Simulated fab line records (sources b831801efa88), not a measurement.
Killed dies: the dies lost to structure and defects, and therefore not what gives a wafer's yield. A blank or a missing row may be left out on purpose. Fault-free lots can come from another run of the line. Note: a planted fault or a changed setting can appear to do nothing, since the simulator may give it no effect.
A struck lot beside a sound one	flow gf180mcu	22 out of 602 route steps
Sound: these wafers, L941.1, L941.3, L941.5. The struck wafers were L947.2, L947.3, L947.6. The cause is named last.
Order at every step that has rows: each side's tool, ch and its chambers, its first start. Under that, the readings that differ: sound wafers	struck wafers	difference of the means	sigmas: that difference in standard deviations of wafers without a fault.
alike: same words and numbers on both sides, and readings whose means sit less than 2 such deviations apart. not compared: any withheld reading, any reading some wafer has no value for, any bound like >300 that may hide the same value, and any number with overlapping values for which the record gives no deviation.
Wherever a step has rows on one side only, a row that says differs or no value, or a row with sigmas, the two part there. Numbers that have no deviation but don't overlap get no sigmas and don't part them. A reading that every wafer of one side lacks parts them only if that side has two wafers or more.

first, 5 steps without rows for these wafers: GF_NWELL_COAT_02 (resist thk 3000 nm); GF_NWELL_SOFTBAKE_03; GF_NWELL_EXPOSE_04 (exposes mask Nwell, target cd 860 nm); GF_NWELL_PEB_05; GF_NWELL_DEVELOP_06 (develop time 60 s).
GF_NWELL_OVL_MEAS_07:
  sound on overlay-01, day 4 16:56; struck on overlay-02, day 6 03:40
reading	sound	struck	difference	sigmas
NWELL_OVL (nm)	-1.6 -3.1 -3.3	2.1 -0.5 0.9	+3.5	+2
then, 2 steps without rows for these wafers: GF_NWELL_IMPLANT_08; GF_NWELL_IMPLANT_09.
GF_NWELL_STRIP_10: strips in O2/N2.
  sound on plasma asher-01 ch 1, day 4 17:16; struck on plasma asher-04 ch 0,1, day 6 03:59
reading	sound	struck	difference	sigmas
drypump motor current A (A)	6.1 6.1 6.1	5.2 5.2 5.2	-0.9	-2
  alike: heater power w, n2 flow sccm, oes product au, strip time to endpoint s
  not compared: rf hours counter h
GF_NWELL_TW_MEAS_11:
  sound on film metro-03, day 4 17:22; struck on film metro-01, day 6 04:06
  alike: NWELL_TW
then, 2 steps without rows for these wafers: GF_LVPWELL_DEHYDRATE_00 (time 60 s); GF_LVPWELL_HMDS_01 (prime time 60 s).
GF_LVPWELL_COAT_02: resist thk 3000 nm.
  sound on litho track-02 ch 0, day 5 00:10; struck on litho track-01 ch 0, day 6 11:13
reading	sound	struck	difference	sigmas
model.coat_of_LVPWELL_COAT_02.thk nm (nm)	2984 2988 2986	991.8 992.3 992.5	-1993.8	
then, 3 steps without rows for these wafers: GF_LVPWELL_SOFTBAKE_03; GF_LVPWELL_EXPOSE_04 (exposes mask LVPWELL, target cd 600 nm); GF_LVPWELL_PEB_05.
GF_LVPWELL_DEVELOP_06: develop time 60 s.
  sound on litho track-02 ch 0; struck on litho track-02 ch 0
reading	sound	struck	difference	sigmas
model.coat_of_LVPWELL_COAT_02.thk nm (nm)	2983 2987 2985	990.7 991.3 991.5	-1993.8	
GF_LVPWELL_OVL_MEAS_07:
  sound on overlay-01, day 5 07:31; struck on overlay-01, day 6 19:53
  alike: LVPWELL_OVL
then, 2 steps without rows for these wafers: GF_LVPWELL_IMPLANT_08; GF_LVPWELL_IMPLANT_09.
GF_LVPWELL_STRIP_10: strips in O2/N2.
  sound on plasma asher-04 ch 0,1, day 5 07:52; struck on plasma asher-03 ch 0, day 6 20:13
reading	sound	struck	difference	sigmas
strip time to endpoint s (s)	36.76 36.80 36.80	13.37 13.37 13.38	-23.41	-99 or more
  alike: drypump motor current A, heater power w, n2 flow sccm, oes product au
  not compared: rf hours counter h
GF_LVPWELL_TW_MEAS_11:
  sound on film metro-02, day 5 07:58; struck on film metro-03, day 6 20:19
  alike: LVPWELL_TW

WHERE THEY PART
At GF_NWELL_OVL_MEAS_07 first; at GF_LVPWELL_STRIP_10 last (within this record only). Later steps at which nothing parts them and some readings are alike: GF_LVPWELL_TW_MEAS_11.

WHY: the cause the simulator had injected
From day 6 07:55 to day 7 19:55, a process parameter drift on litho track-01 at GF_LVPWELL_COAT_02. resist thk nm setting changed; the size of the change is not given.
